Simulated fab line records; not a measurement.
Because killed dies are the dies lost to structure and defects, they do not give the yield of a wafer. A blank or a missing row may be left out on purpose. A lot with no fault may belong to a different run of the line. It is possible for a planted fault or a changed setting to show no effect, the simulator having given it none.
Which tool did it?	flow gf180mcu	42 wafers from 14 lots sampled at 4 of the route's 602 steps

WHAT EACH GAUGE READ, for each wafer
GF_TOP_METAL_OVL_MEAS_15. Usual: for TOP_METAL_OVL the level is -0.3 nm and the standard deviation is 1.3.
lot	measured	on	TOP_METAL_OVL (nm)	flag
L111	day 28 03:57	overlay-02	2.7 1.7 1.2	
L112	day 28 14:20	overlay-02	-0.1 -0.9 1.0	
L113	day 29 00:32	overlay-01	-1.8 -0.5 0.8	
L114	day 29 05:53	overlay-02	-2.2 -1.2 -2.6	
L116	day 29 19:16	overlay-01	1.5 0.8 0.1	
L117	day 30 07:32	overlay-02	0.1 0.7 -0.6	
L118	day 30 08:07	overlay-01	0.7 1.1 -1.3	
L119	day 30 17:50	overlay-01	-1.3 -0.7 0.3	
L120	day 31 09:15	overlay-02	1.1 0.8 -0.3	
L124	day 32 03:56	overlay-02	-0.5 -0.9 0.3	
L125	day 32 20:33	overlay-01	-2.3 -1.1 -2.5	
L129	day 33 07:37	overlay-02	0.2 -0.7 -1.1	
L132	day 34 01:40	overlay-01	1.5 1.1 0.0	
L133	day 34 10:35	overlay-01	-1.7 -0.4 -2.6	

GF_PASSIVATION_THK_MEAS_03. Usual: for PASSIVATION_CVD_02_THK the level is 699 nm and the standard deviation is 12.
lot	measured	on	PASSIVATION_CVD_02_THK (nm)	flag
L111	day 28 05:07	film_metro-03	714 703 702	
L112	day 28 15:31	film_metro-04	689 684 713	
L113	day 29 01:43	film_metro-04	690 689 709	
L114	day 29 07:24	film_metro-04	694 715 709	
L116	day 29 20:26	film_metro-04	684 701 682	
L117	day 30 08:45	film_metro-03	693 693 704	
L118	day 30 09:30	film_metro-04	703 701 705	
L119	day 30 19:00	film_metro-01	691 704 712	
L120	day 31 10:26	film_metro-01	697 688 710	
L124	day 32 05:07	film_metro-01	699 712 717	
L125	day 32 21:47	film_metro-03	694 709 687	
L129	day 33 08:58	film_metro-04	700 683 718	
L132	day 34 03:05	film_metro-03	717 714 727	
L133	day 34 11:47	film_metro-01	676 688 692	

WHICH TOOL RAN EACH LOT (tool, then ch and the chambers of the sampled wafers, then the start)
lot	GF_V3_CMP_04	GF_PASSIVATION_CVD_00
L111	cmp-01 ch 2,3, day 21 12:25	pecvd-02 ch 0,1,2, day 28 04:42
L112	cmp-01 ch 1,2,3, day 21 23:00	pecvd-03 ch 0,2, day 28 15:06
L113	cmp-02 ch 0,1,2, day 22 08:54	pecvd-03 ch 0,1,2, day 29 01:17
L114	cmp-02 ch 0,2,3, day 22 17:24	pecvd-01 ch 1,2, day 29 06:58
L116	cmp-02 ch 1,2, day 23 11:12	pecvd-03 ch 0,2, day 29 20:00
L117	cmp-02 ch 0,1,2, day 24 00:54	pecvd-01 ch 2, day 30 08:16
L118	cmp-01 ch 0,2, day 24 01:38	pecvd-03 ch 0,1, day 30 08:55
L119	cmp-02 ch 0,2, day 24 14:07	pecvd-01 ch 0,1,2, day 30 18:34
L120	cmp-02 ch 0,2,3, day 25 07:48	pecvd-01 ch 0,2, day 31 10:00
L124	cmp-01 ch 0,1,3, day 26 06:57	pecvd-02 ch 0,1,2, day 32 04:41
L125	cmp-01 ch 1,2,3, day 27 03:51	pecvd-01 ch 0,1, day 32 21:20
L129	cmp-02 ch 1,2,3, day 27 16:33	pecvd-01 ch 0,1, day 33 08:31
L132	cmp-02 ch 1,2, day 28 15:46	pecvd-02 ch 0,2, day 34 02:39
L133	cmp-02 ch 0,2, day 29 02:18	pecvd-03 ch 1,2, day 34 11:20
- GF_V3_CMP_04: polishes SiO2.
- GF_PASSIVATION_CVD_00: deposits SiO2 from TEOS, target thk 1000 nm, time 111.95 s.

WHAT THE TOOLS THEMSELVES READ (means of the sampled wafers that have a number; where no wafer has one, the mark that the record gives instead)
GF_V3_CMP_04. Usual: head_pressure_psi 3.999 psi, standard deviation 0.0088; motor_current_A 11.8 A, standard deviation 0.86; time_to_endpoint_s 82 s, standard deviation 6.8.
lot	tool	head_pressure_psi (psi)	motor_current_A (A)	time_to_endpoint_s (s)	flag
L111	cmp-01	4.007	12.5	85	
L112	cmp-01	4.004	12.0	83	
L113	cmp-02	4.007	11.5	80	
L114	cmp-02	3.988	12.5	85	
L116	cmp-02	4.007	11.8	83	
L117	cmp-02	3.997	12.0	83	
L118	cmp-01	4.006	12.0	90	
L119	cmp-02	3.995	12.1	83	
L120	cmp-02	3.997	12.2	76	
L124	cmp-01	3.992	11.2	76	
L125	cmp-01	3.997	12.3	87	
L129	cmp-02	4.008	11.6	88	
L132	cmp-02	4.001	12.0	78	
L133	cmp-02	3.999	11.9	82	

GF_PASSIVATION_CVD_00. Usual: heater_power_w at 651 W, with a standard deviation of 100.
lot	tool	heater_power_w (W)	flag
L111	pecvd-02	676	
L112	pecvd-03	626	
L113	pecvd-03	786	
L114	pecvd-01	591	
L116	pecvd-03	727	
L117	pecvd-01	682	
L118	pecvd-03	772	
L119	pecvd-01	621	
L120	pecvd-01	667	
L124	pecvd-02	672	
L125	pecvd-01	608	
L129	pecvd-01	569	
L132	pecvd-02	672	
L133	pecvd-03	659	

THE ANSWER, worked out from the rows above alone
Rule: a lot is off if the mean of its wafers that have a number lies more than 3 standard deviations from the usual mean. A lot without any number at a reading at which 4 lots or more have one is off too. The other lots that the step has rows for count as sound. The gauges are gone through in route order, then the tools' own readings, and for those a lot's mean is taken as printed above. At the first step where some lot is off, the reading lying furthest off is the one used; lots without a number count as furthest.
No lot is off on any of the readings shown, so nothing can be concluded from this.

WHAT THE SIMULATOR HAD INSERTED
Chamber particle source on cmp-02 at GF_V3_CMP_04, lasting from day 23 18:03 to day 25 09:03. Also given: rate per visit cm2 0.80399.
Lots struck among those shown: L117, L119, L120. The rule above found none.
